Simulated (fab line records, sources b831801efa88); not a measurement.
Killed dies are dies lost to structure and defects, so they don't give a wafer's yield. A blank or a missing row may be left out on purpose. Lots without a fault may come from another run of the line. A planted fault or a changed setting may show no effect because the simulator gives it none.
fab line records | flow sky130
record lots=5 wafers=15 last_day=50
route steps=708 shown VT_ADJUST_HVTR@135 VT_ADJUST_PCH@143 SONOS_TUNNEL@154 PAD_OPEN@708
lots that met no fault: from a run of the same line without faults
start_h: hours from the record's first day to the start of the lot's first wafer shown | wait_h: hours since the lot's step before | " the same as in the row above | L1.1+2: a row that stands for several wafers | - no value, or no start given | * or withheld: withheld | < > ~ a bound
route shown NAME@n: a module of which the file shows steps, and the number in the route of the first | usual: mean/standard deviation of fault-free wafers | same: alike in all rows | chamber/n: place in a boat | sites: the reading at each site | _std_site: their standard deviation | _edge_site: outer sites' mean less inner sites' | radius_mm: how far each site lies from the wafer's centre | mask NAME#n: copy n | behind: the tool/chamber that last shaped the wafer | hold: why the lot was held/for how many hours/how that ended | device: the transistor (n, p or np) that didn't switch | end of line: the same wafers' tests at the end of the route | a step without rows: its recipe alone | killed: dies lost to structure and defects at the first sort, not the wafer's yield | map: a wafer's dies, x killed, . not, _ none there
set.NAME: the setting as run; set.NAME@STEP: as run at that earlier step | model.NAME: the simulator's own value behind a step, which no gauge read
lots at some steps of the route; a table a step, a row a wafer
services: from which hour (start_h, from the record's first day; less than 0 if before it) a tool's chamber was out of use, for how many hours, and why
## steps
# step SKY_VT_ADJUST_HVTR_EXPOSE_04
# recipe mask_id=HVTRM target_cd_nm=380 na=0.6 source_shape=conventional sigma_outer=0.6 dose_mj=152.8
# step SKY_VT_ADJUST_HVTR_PEB_05
# recipe temp_c=withheld time_s=* resist=NOVOLAK
# step SKY_VT_ADJUST_HVTR_DEVELOP_06
# recipe develop_time_s=60 dev_temp_c=23
# step SKY_VT_ADJUST_HVTR_CD_MEAS_07
# recipe target_cd_nm=380
# usual cd_nm=379.3/2.6
# columns lot.wafer tool chamber start_h wait_h cd_nm
L207.1 cd_sem-01 - 212.66 0.1 380.5
L207.2 " - " " 378.1
L207.3 " - " " 377.5
L210.3 cd_sem-01 - 242.71 0.1 380.8
L210.5 " - " " 378.4
L210.6 " - " " 377.8
L222.1 cd_sem-02 - 337.90 0.1 379.3
L222.2 " - " " 376.4
L222.4 " - " " 379.7
L224.2 cd_sem-01 - 343.83 0.1 376.3
L224.3 " - " " 376.9
L224.6 " - " " 376.6
L227.2 cd_sem-01 - 358.29 0.1 375.1
L227.4 " - " " 373.9
L227.6 " - " " 376.8
# step SKY_VT_ADJUST_HVTR_OVL_MEAS_08
# usual VT_ADJUST_HVTR_OVL=0.5/1.4
# columns lot.wafer tool chamber start_h wait_h VT_ADJUST_HVTR_OVL[nm]
L207.1 overlay-01 - 212.78 0.1 0.9
L207.2 " - " " 0.3
L207.3 " - " " 0.7
L210.3 overlay-01 - 242.81 0.1 -1.2
L210.5 " - " " -0.7
L210.6 " - " " 0.5
L222.1 overlay-01 - 338.02 0.1 -1.0
L222.2 " - " " 1.4
L222.4 " - " " 1.8
L224.2 overlay-02 - 343.94 0.1 0.8
L224.3 " - " " 3.6
L224.6 " - " " 0.1
L227.2 overlay-02 - 358.40 0.1 -1.3
L227.4 " - " " -1.7
L227.6 " - " " -2.4
# step SKY_VT_ADJUST_HVTR_IMPLANT_09
# recipe species=B energy_kev=10 dose_cm2=2.1e+12 tilt_deg=withheld
# step SKY_VT_ADJUST_HVTR_STRIP_10
# recipe chemistry=O2/N2 power_w=1400 pressure_mtorr=1500 platen_temp_c=withheld o2_flow_sccm=3000 n2_flow_sccm=300 overash_fraction=0.5
# usual chamber_pressure_mTorr=1500.2/1.3 drypump_motor_current_A=6.2/0.4 oes_product_au=0.716/0.0045 strip_time_to_endpoint_s=14.20/0.037
# columns lot.wafer tool chamber start_h wait_h chamber_pressure_mTorr drypump_motor_current_A oes_product_au rf_hours_counter_h strip_time_to_endpoint_s
L207.1 plasma_asher-01 1 212.97 0.1 1500.2 5.4 0.722 52 14.18
L207.2 " 0 " " 1499.0 6.4 0.721 52 14.23
L207.3 " 1 " " 1501.4 5.3 0.713 - 14.17
L210.3 plasma_asher-03 0 243.01 0.1 1499.1 6.0 0.717 - 14.19
L210.5 " 0 " " 1499.5 6.0 0.719 - 14.23
L210.6 " 1 " " 1498.9 6.2 0.719 - 14.23
L222.1 plasma_asher-04 1 338.21 0.1 1500.7 6.6 0.717 63 14.11
L222.2 " 0 " " 1503.3 6.4 0.715 63 14.15
L222.4 " 1 " " 1499.1 6.6 0.720 - 14.10
L224.2 plasma_asher-03 1 344.12 0.1 1499.4 6.2 0.714 23 14.22
L224.3 " 0 " " 1500.5 6.0 0.714 - 14.14
L224.6 " 0 " " 1501.7 6.1 0.714 - 14.18
L227.2 plasma_asher-04 0 358.58 0.1 1500.6 6.3 0.713 65 14.23
L227.4 " 1 " " 1499.4 6.6 0.718 - 14.24
L227.6 " 0 " " 1500.1 6.3 0.717 - 14.22
# step SKY_VT_ADJUST_HVTR_TW_MEAS_11
# usual VT_ADJUST_HVTR_TW=210.3/2.1
# columns lot.wafer tool chamber start_h wait_h VT_ADJUST_HVTR_TW
L207.1 film_metro-01 - 213.07 0.1 214.0
L207.2 " - " " 212.7
L207.3 " - " " 212.6
L210.3 film_metro-04 - 243.10 0.1 208.2
L210.5 " - " " 208.9
L210.6 " - " " 209.1
L222.1 film_metro-02 - 338.31 0.1 212.4
L222.2 " - " " 211.7
L222.4 " - " " 210.8
L224.2 film_metro-01 - 344.23 0.1 211.5
L224.3 " - " " 212.6
L224.6 " - " " 212.9
L227.2 film_metro-02 - 358.69 0.1 211.5
L227.4 " - " " 210.7
L227.6 " - " " 210.7
# step SKY_VT_ADJUST_PCH_DEHYDRATE_00
# recipe temp_c=200 time_s=60
# step SKY_VT_ADJUST_PCH_HMDS_01
# recipe prime_time_s=60 prime_temp_c=120
# step SKY_VT_ADJUST_PCH_COAT_02
# recipe spin_rpm=2000 resist_thk_nm=3000
# step SKY_VT_ADJUST_PCH_SOFTBAKE_03
# recipe temp_c=110 time_s=withheld
# step SKY_VT_ADJUST_PCH_EXPOSE_04
# recipe mask_id=NWM na=0.6 source_shape=conventional sigma_outer=0.6 polarization=unpolarized target_cd_nm=840 dose_mj=255
# columns lot.wafer tool chamber start_h wait_h mask
L207.1+2+3 iline_stepper-01 0 224.76 - HVTRM#0
L210.3+5+6 iline_stepper-02 0 254.69 - NWM#0
L222.1+2+4 iline_stepper-01 0 352.43 - NWM#0
L224.2+3+6 iline_stepper-02 0 358.27 - NWM#0
L227.2+4+6 iline_stepper-01 0 371.85 - NWM#0
# step SKY_VT_ADJUST_PCH_PEB_05
# recipe temp_c=115 time_s=withheld
# step SKY_VT_ADJUST_PCH_DEVELOP_06
# recipe wall_angle_deg=90 developer=TMAH develop_time_s=60 dev_temp_c=23
# step SKY_VT_ADJUST_PCH_OVL_MEAS_07
# usual VT_ADJUST_PCH_OVL=-0.1/1.3
# columns lot.wafer tool chamber start_h wait_h VT_ADJUST_PCH_OVL[nm]
L207.1 overlay-02 - 234.76 - -
L207.2 " - " " -
L207.3 " - " " -
L210.3 overlay-01 - 265.37 - 2.5
L210.5 " - " " 0.5
L210.6 " - " " -0.5
L222.1 overlay-01 - 365.98 - -1.1
L222.2 " - " " 0.7
L222.4 " - " " 0.9
L224.2 overlay-01 - 371.37 - 2.4
L224.3 " - " " 1.2
L224.6 " - " " 1.6
L227.2 overlay-02 - 385.96 - -0.1
L227.4 " - " " -0.8
L227.6 " - " " -0.9
# step SKY_VT_ADJUST_PCH_IMPLANT_08
# recipe species=B energy_kev=10 dose_cm2=5e+11 tilt_deg=withheld
# step SKY_VT_ADJUST_PCH_STRIP_09
# recipe chemistry=O2/N2 power_w=1400 pressure_mtorr=1500 platen_temp_c=withheld o2_flow_sccm=3000 n2_flow_sccm=300 overash_fraction=0.5
# usual chamber_pressure_mTorr=1500.0/1.3 drypump_motor_current_A=5.9/0.6 oes_product_au=0.723/0.0046 strip_time_to_endpoint_s=36.95/0.097
# columns lot.wafer tool chamber start_h wait_h chamber_pressure_mTorr drypump_motor_current_A oes_product_au rf_hours_counter_h strip_time_to_endpoint_s
L207.1 plasma_asher-01 0 234.95 0.1 1500.8 6.3 0.729 54 37.02
L207.2 " 1 " " 1501.1 5.3 0.722 54 37.03
L207.3 " 0 " " 1499.6 6.3 0.730 - 37.02
L210.3 plasma_asher-04 1 265.57 0.1 1501.0 6.6 0.721 - 37.11
L210.5 " 0 " " 1499.7 6.4 0.726 - 37.06
L210.6 " 1 " " 1500.4 6.6 0.722 - 37.00
L222.1 plasma_asher-04 0 366.17 0.1 1499.5 6.3 0.724 66 36.98
L222.2 " 1 " " 1499.5 6.6 0.721 66 37.06
L222.4 " 0 " " 1498.0 6.3 0.730 - 37.08
L224.2 plasma_asher-02 0 371.55 0.1 1497.7 5.0 0.714 58 36.77
L224.3 " 1 " " 1498.0 5.6 0.729 - 36.83
L224.6 " 1 " " 1499.8 5.6 0.721 - 36.72
L227.2 plasma_asher-02 1 386.14 0.1 1500.7 5.6 0.722 60 36.91
L227.4 " 1 " " 1500.8 5.6 0.721 - 36.90
L227.6 " 1 " " 1503.1 5.6 0.715 - 36.88
# step SKY_VT_ADJUST_PCH_TW_MEAS_10
# usual VT_ADJUST_PCH_TW=142.3/1.2
# columns lot.wafer tool chamber start_h wait_h VT_ADJUST_PCH_TW
L207.1 film_metro-01 - 235.05 0.1 30.2
L207.2 " - " " 30.3
L207.3 " - " " 30.3
L210.3 film_metro-02 - 265.66 0.1 143.2
L210.5 " - " " 143.2
L210.6 " - " " 142.6
L222.1 film_metro-01 - 366.27 0.1 142.5
L222.2 " - " " 142.8
L222.4 " - " " 142.3
L224.2 film_metro-03 - 371.66 0.1 142.2
L224.3 " - " " 141.9
L224.6 " - " " 141.6
L227.2 film_metro-01 - 386.25 0.1 142.2
L227.4 " - " " 142.4
L227.6 " - " " 142.8
# step SKY_SONOS_TUNNEL_DEHYDRATE_00
# recipe temp_c=200 time_s=60
# step SKY_PAD_OPEN_PROBE_99
# usual killed_at_M0_to_M3=43/7.2 killed_at_M4_up=3.3/2 killed_at_contacts=25/5.8 killed_at_front_end=15/4.5 killed_at_other=0.3/0.62 killed_dies=86/9.4 killed_on_rim=17/3.7 killed_open=47/7.1 killed_short=39/6
# same gross_dies=492 killed_at_back_side=0
# columns lot.wafer tool chamber start_h wait_h killed_at_M0_to_M3 killed_at_M4_up killed_at_contacts killed_at_front_end killed_at_other killed_dies killed_on_rim killed_open killed_short
L207.1 prober-01 - 1086.20 0.1 37 3 20 432 0 492 96 39 39
L207.2 prober-01 - 1086.25 0.1 38 1 22 429 2 492 96 45 39
L207.3 prober-01 - 1086.30 0.2 45 0 19 428 0 492 96 39 36
L210.3 prober-01 - 1107.24 0.2 43 3 28 20 0 94 15 51 43
L210.5 prober-01 - 1107.34 0.2 33 3 17 19 0 72 19 41 31
L210.6 prober-01 - 1107.39 0.2 27 2 39 20 0 88 24 46 42
L224.2 prober-02 - 1183.16 0.1 41 2 26 13 0 82 15 50 31
L224.3 prober-02 - 1183.21 0.2 30 2 19 14 0 65 14 32 33
L224.6 prober-02 - 1183.36 0.2 29 3 36 10 0 78 14 44 33
# killed by level:class
L207.1 VT_ADJUST_PCH:area_expose=414 LI_CONTACT:geometric_particle:open=7 FIELD_ISO:geometric_particle:open=6 VIA2:geometric_particle:open=6 VIA2:geometric_particle:short=6 LOCAL_INTERCONNECT:geometric_particle:short=5 VIA1:geometric_particle:open=5 FIELD_ISO:geometric_particle:short=4
L207.2 VT_ADJUST_PCH:area_expose=406 CONTACT:geometric_particle:open=12 VIA1:geometric_particle:open=12 FIELD_ISO:geometric_particle:short=6 METAL1:geometric_particle:short=5 METAL2:geometric_particle:short=5 FIELD_ISO:geometric_particle:open=4 POLY_GATE:geometric_particle:open=3
L207.3 VT_ADJUST_PCH:area_expose=417 VIA1:geometric_particle:open=10 VIA2:geometric_particle:open=10 METAL2:geometric_particle:short=9 FIELD_ISO:geometric_particle:short=6 LI_CONTACT:geometric_particle:open=4 CONTACT:geometric_particle:short=4 CONTACT:geometric_particle:open=4
L210.3 VIA1:geometric_particle:open=14 CONTACT:geometric_particle:open=12 FIELD_ISO:geometric_particle:short=6 VIA2:geometric_particle:open=6 POLY_GATE:geometric_particle:open=6 LI_CONTACT:geometric_particle:open=5 METAL1:geometric_particle:short=5 METAL3:geometric_particle:short=5
L210.5 CONTACT:geometric_particle:open=8 VIA3:geometric_particle:short=7 FIELD_ISO:geometric_particle:open=6 VIA2:geometric_particle:open=5 VIA1:geometric_particle:open=5 POLY_GATE:geometric_particle:short=4 LI_CONTACT:geometric_particle:open=4 METAL1:geometric_particle:short=4
L210.6 LI_CONTACT:geometric_particle:open=13 VIA1:geometric_particle:open=10 CONTACT:geometric_particle:open=10 POLY_GATE:geometric_particle:short=7 POLY_GATE:geometric_particle:open=6 LI_CONTACT:geometric_particle:short=6 CONTACT:geometric_particle:short=6 LOCAL_INTERCONNECT:geometric_particle:short=4
L224.2 LI_CONTACT:geometric_particle:open=9 VIA1:geometric_particle:open=8 VIA2:geometric_particle:short=8 CONTACT:geometric_particle:open=7 VIA2:geometric_particle:open=7 POLY_GATE:geometric_particle:open=5 LOCAL_INTERCONNECT:geometric_particle:short=5 FIELD_ISO:geometric_particle:open=4
L224.3 POLY_GATE:geometric_particle:short=6 LOCAL_INTERCONNECT:geometric_particle:short=6 VIA2:geometric_particle:open=6 POLY_GATE:geometric_particle:open=5 CONTACT:geometric_particle:open=5 LI_CONTACT:geometric_particle:open=5 METAL2:geometric_particle:short=5 VIA1:geometric_particle:open=4
L224.6 LI_CONTACT:geometric_particle:open=10 CONTACT:geometric_particle:open=9 LI_CONTACT:geometric_particle:short=7 CONTACT:geometric_particle:short=7 VIA3:geometric_particle:open=7 VIA1:geometric_particle:open=6 VIA2:geometric_particle:open=5 LOCAL_INTERCONNECT:geometric_particle:short=3
# map L207.1 (x killed, . not)
__________xxxxxxxxxx_________
________xxxxxxxxxxxxxx_______
______xxxxxxxxxxxxxxxxxx_____
_____xxxxxxxxxxxxxxxxxxxx____
____xxxxxxxxxxxxxxxxxxxxxx___
___xxxxxxxxxxxxxxxxxxxxxxxx__
__xxxxxxxxxxxxxxxxxxxxxxxxxx_
_xxxxxxxxxxxxxxxxxxxxxxxxxxxx
_xxxxxxxxxxxxxxxxxxxxxxxxxxxx
_xxxxxxxxxxxxxxxxxxxxxxxxxxxx
_xxxxxxxxxxxxxxxxxxxxxxxxxxxx
_xxxxxxxxxxxxxxxxxxxxxxxxxxxx
_xxxxxxxxxxxxxxxxxxxxxxxxxxxx
_xxxxxxxxxxxxxxxxxxxxxxxxxxxx
_xxxxxxxxxxxxxxxxxxxxxxxxxxxx
__xxxxxxxxxxxxxxxxxxxxxxxxxx_
___xxxxxxxxxxxxxxxxxxxxxxxx__
____xxxxxxxxxxxxxxxxxxxxxx___
_____xxxxxxxxxxxxxxxxxxxx____
______xxxxxxxxxxxxxxxxxx_____
________xxxxxxxxxxxxxx_______
__________xxxxxxxxxx_________
# map L227.2 (x killed, . not)
__________...x.x..x._________
________x...x....x...._______
______x.xx....x..x..x..._____
_____xx.......x..x.......____
____..x................xx.___
___......x.....x..x....x...__
__.x.....x..x..............x_
_..........x..x.........x.xxx
_.....x..x..xx...............
_..x.........xx.x....x.x.x.x.
_....x.........x..x..x.x....x
_..........................x.
_............x..........x....
_x.........x....xx.x....x...x
_............x......x....xx.x
__x..x.xx...x.x..xx........x_
___.......x..xx............__
____..x.x.x...............___
_____.x...xx.x.......x...____
______.x...x.x.......x.x_____
________.x......x.x..._______
__________x.......x._________
## services
# columns tool chamber start_h hours kind
plasma_asher-04 - 208.07 2.9 repair
iline_stepper-01 - 211.71 1.7 pm
iline_stepper-02 0 221.66 - calibration
iline_stepper-02 - 244.36 2.1 pm
iline_stepper-02 - 246.44 - consumable_replace:lamp
iline_stepper-01 0 280.34 - calibration
plasma_asher-01 - 292.88 4.0 repair
iline_stepper-02 - 310.99 3.7 repair
plasma_asher-03 - 327.24 2.8 pm
plasma_asher-01 - 335.88 2.8 pm
plasma_asher-01 - 363.35 2.0 repair
iline_stepper-02 - 365.99 1.7 pm
plasma_asher-04 - 380.50 4.2 repair
## key
first_sign step=SKY_VT_ADJUST_PCH_EXPOSE_04 reading=mask direction=changed
effect step=SKY_VT_ADJUST_PCH_OVL_MEAS_07 reading=VT_ADJUST_PCH_OVL direction=missing
effect step=SKY_VT_ADJUST_PCH_TW_MEAS_10 reading=VT_ADJUST_PCH_TW direction=down sigmas=94 usual=142.3 struck=30.3
effect step=SKY_PAD_OPEN_PROBE_99 reading=killed_at_front_end direction=up sigmas=92 usual=15 struck=430
more_kills_born_at SKY_VT_ADJUST_PCH_EXPOSE_04@iline_stepper-01=1237
met_at SKY_VT_ADJUST_PCH_EXPOSE_04
struck_wafers L207.1,L207.2,L207.3
tester_left_out L207
fault kind=wrong_mask tool=any chamber=- onset_h=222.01 steps=SKY_VT_ADJUST_PCH_EXPOSE_04 aux_copy=HVTRM#0 scope=struck_lots_only
# tester_left_out: of these lots the tester's yield and bins aren't shown, on N5 and GAA mostly nor the transistor test; their killed dies are dies lost to structure and defects alone, not to doping, threshold or leakage, so they don't give the yield
